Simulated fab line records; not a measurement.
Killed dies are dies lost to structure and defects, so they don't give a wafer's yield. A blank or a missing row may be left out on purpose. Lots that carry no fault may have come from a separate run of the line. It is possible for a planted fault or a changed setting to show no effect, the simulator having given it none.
Which tool did it? / flow gf180mcu / 15 lots with 45 wafers sampled at 4 steps, on a route of 602 steps

== WHAT EACH GAUGE READ, for each wafer ==
GF_V5_THK_MEAS_01.
lot=L860; measured=day 26 05:43; on=film metro-02; V5_CVD_00_THK (nm)=302 307 301
lot=L861; measured=day 26 20:28; on=film metro-01; V5_CVD_00_THK (nm)=300 297 299
lot=L862; measured=day 27 01:00; on=film metro-01; V5_CVD_00_THK (nm)=301 297 298
lot=L863; measured=day 27 06:49; on=film metro-04; V5_CVD_00_THK (nm)=303 301 301
lot=L864; measured=day 27 15:56; on=film metro-04; V5_CVD_00_THK (nm)=301 303 301
lot=L865; measured=day 28 00:21; on=film metro-02; V5_CVD_00_THK (nm)=302 302 302
lot=L867; measured=day 28 18:27; on=film metro-04; V5_CVD_00_THK (nm)=301 306 302
lot=L870; measured=day 29 15:22; on=film metro-02; V5_CVD_00_THK (nm)=297 301 297
lot=L871; measured=day 29 18:32; on=film metro-04; V5_CVD_00_THK (nm)=299 300 300
lot=L872; measured=day 29 21:32; on=film metro-04; V5_CVD_00_THK (nm)=308 305 304
lot=L874; measured=day 30 16:49; on=film metro-02; V5_CVD_00_THK (nm)=304 299 301
lot=L875; measured=day 31 08:07; on=film metro-01; V5_CVD_00_THK (nm)=306 305 302
lot=L878; measured=day 31 22:04; on=film metro-04; V5_CVD_00_THK (nm)=309 306 306
lot=L880; measured=day 32 04:43; on=film metro-04; V5_CVD_00_THK (nm)=291 294 293
lot=L881; measured=day 32 07:41; on=film metro-04; V5_CVD_00_THK (nm)=298 298 297

GF_V5_OVL_MEAS_15.
lot=L860; measured=day 27 02:47; on=overlay-02; V5_OVL (nm)=6 2 3
lot=L861; measured=day 27 17:44; on=overlay-02; V5_OVL (nm)=5 3 3
lot=L862; measured=day 27 22:41; on=overlay-01; V5_OVL (nm)=10 5 4
lot=L863; measured=day 28 03:47; on=overlay-02; V5_OVL (nm)=2 3 7
lot=L864; measured=day 28 12:15; on=overlay-01; V5_OVL (nm)=-2 3 -4
lot=L865; measured=day 28 18:57; on=overlay-01; V5_OVL (nm)=1 5 9
lot=L867; measured=day 29 14:14; on=overlay-01; V5_OVL (nm)=11 12 13
lot=L870; measured=day 30 10:28; on=overlay-02; V5_OVL (nm)=3 10 7
lot=L871; measured=day 30 13:47; on=overlay-01; V5_OVL (nm)=-3 -5 3
lot=L872; measured=day 30 16:45; on=overlay-02; V5_OVL (nm)=9 -2 5
lot=L874; measured=day 31 11:34; on=overlay-01; V5_OVL (nm)=-2 7 -3
lot=L875; measured=day 32 02:30; on=overlay-02; V5_OVL (nm)=-5 -6 -6
lot=L878; measured=day 32 14:08; on=overlay-01; V5_OVL (nm)=6 2 3
lot=L880; measured=day 32 22:44; on=overlay-02; V5_OVL (nm)=1 13 5
lot=L881; measured=day 33 01:26; on=overlay-01; V5_OVL (nm)=7 2 4

GF_TOP_METAL_OVL_MEAS_15.
lot=L860; measured=day 28 00:02; on=overlay-02; TOP_METAL_OVL (nm)=-0.5 0.2 -0.4
lot=L861; measured=day 28 17:47; on=overlay-02; TOP_METAL_OVL (nm)=-0.4 -1.2 -0.6
lot=L862; measured=day 28 18:51; on=overlay-02; TOP_METAL_OVL (nm)=1.3 1.6 0.8
lot=L863; measured=day 29 00:50; on=overlay-01; TOP_METAL_OVL (nm)=3.1 4.0 2.6
lot=L864; measured=day 29 08:12; on=overlay-01; TOP_METAL_OVL (nm)=1.1 0.3 0.9
lot=L865; measured=day 29 15:45; on=overlay-01; TOP_METAL_OVL (nm)=1.2 2.0 2.0
lot=L867; measured=day 30 11:15; on=overlay-02; TOP_METAL_OVL (nm)=-1.8 -2.6 -2.2
lot=L870; measured=day 31 06:02; on=overlay-02; TOP_METAL_OVL (nm)=-1.3 -2.0 -1.5
lot=L871; measured=day 31 09:02; on=overlay-02; TOP_METAL_OVL (nm)=-2.5 -1.5 -1.2
lot=L872; measured=day 31 12:17; on=overlay-02; TOP_METAL_OVL (nm)=-2.2 -1.2 -2.4
lot=L874; measured=day 32 05:55; on=overlay-02; TOP_METAL_OVL (nm)=1.4 1.4 1.7
lot=L875; measured=day 32 20:01; on=overlay-01; TOP_METAL_OVL (nm)=-2.6 -1.3 -1.7
lot=L878; measured=day 33 07:56; on=overlay-01; TOP_METAL_OVL (nm)=-0.8 -1.2 0.1
lot=L880; measured=day 33 16:05; on=overlay-02; TOP_METAL_OVL (nm)=0.0 0.8 0.7
lot=L881; measured=day 33 19:07; on=overlay-01; TOP_METAL_OVL (nm)=-0.4 -1.9 -1.1

== WHAT TOOL EACH LOT RAN ON (gives the tool, then ch and the chambers of the sampled wafers, and finally the start) ==
lot=L860; GF_V4_CVD_23=cvd w-01 ch 0,1, day 24 08:49
lot=L861; GF_V4_CVD_23=cvd w-02 ch 0,1, day 25 00:09
lot=L862; GF_V4_CVD_23=cvd w-02 ch 0,1, day 25 05:05
lot=L863; GF_V4_CVD_23=cvd w-02 ch 0,1, day 25 09:57
lot=L864; GF_V4_CVD_23=cvd w-02 ch 0,1, day 25 21:25
lot=L865; GF_V4_CVD_23=cvd w-02 ch 0,1, day 26 04:22
lot=L867; GF_V4_CVD_23=cvd w-01 ch 0,1, day 27 01:08
lot=L870; GF_V4_CVD_23=cvd w-01 ch 0,1, day 27 23:21
lot=L871; GF_V4_CVD_23=cvd w-01 ch 0, day 28 03:02
lot=L872; GF_V4_CVD_23=cvd w-02 ch 0,1, day 28 05:24
lot=L874; GF_V4_CVD_23=cvd w-02 ch 0,1, day 29 01:23
lot=L875; GF_V4_CVD_23=cvd w-02 ch 0,1, day 29 17:44
lot=L878; GF_V4_CVD_23=cvd w-02 ch 0,1, day 30 08:44
lot=L880; GF_V4_CVD_23=cvd w-02 ch 0,1, day 30 15:50
lot=L881; GF_V4_CVD_23=cvd w-02 ch 0,1, day 30 18:41
- GF_V4_CVD_23: deposits W, target thk 350 nm, time 104.9 s.

== WHAT THE TOOLS THEMSELVES READ (means of the sampled wafers that have a number; where no wafer has one, the mark that the record gives instead) ==
GF_V4_CVD_23.
lot=L860; tool=cvd w-01; heater power w (W)=823
lot=L861; tool=cvd w-02; heater power w (W)=794
lot=L862; tool=cvd w-02; heater power w (W)=777
lot=L863; tool=cvd w-02; heater power w (W)=795
lot=L864; tool=cvd w-02; heater power w (W)=786
lot=L865; tool=cvd w-02; heater power w (W)=785
lot=L867; tool=cvd w-01; heater power w (W)=830
lot=L870; tool=cvd w-01; heater power w (W)=861
lot=L871; tool=cvd w-01; heater power w (W)=886
lot=L872; tool=cvd w-02; heater power w (W)=791
lot=L874; tool=cvd w-02; heater power w (W)=791
lot=L875; tool=cvd w-02; heater power w (W)=781
lot=L878; tool=cvd w-02; heater power w (W)=792
lot=L880; tool=cvd w-02; heater power w (W)=868
lot=L881; tool=cvd w-02; heater power w (W)=850

== THE ANSWER, worked out from the rows above alone ==
Rule: usual is defined by the lots themselves. The widest of any qualifying gaps counts: lots, ordered by their means at a reading, are off when they make up no more than a third of the lots, leave a main group of 4 or more, and stand apart from it by 3 or more times the standard deviation of that group's means. Not used: any main group whose means are identical at the precision the tables above print for the reading. A lot without any number at a reading at which 4 lots or more have one is off too. The other lots that the step has rows for count as sound. Order of review: gauges by route order, followed by the tools' own readings, for which a lot's mean as printed above is used. The first step at which some lot is off is used, and at that step the reading that is off furthest; a lot without a number counts as furthest.
No lot is off at any reading shown: from this, nothing can be told.

== WHAT WAS PUT IN BY THE SIMULATOR ==
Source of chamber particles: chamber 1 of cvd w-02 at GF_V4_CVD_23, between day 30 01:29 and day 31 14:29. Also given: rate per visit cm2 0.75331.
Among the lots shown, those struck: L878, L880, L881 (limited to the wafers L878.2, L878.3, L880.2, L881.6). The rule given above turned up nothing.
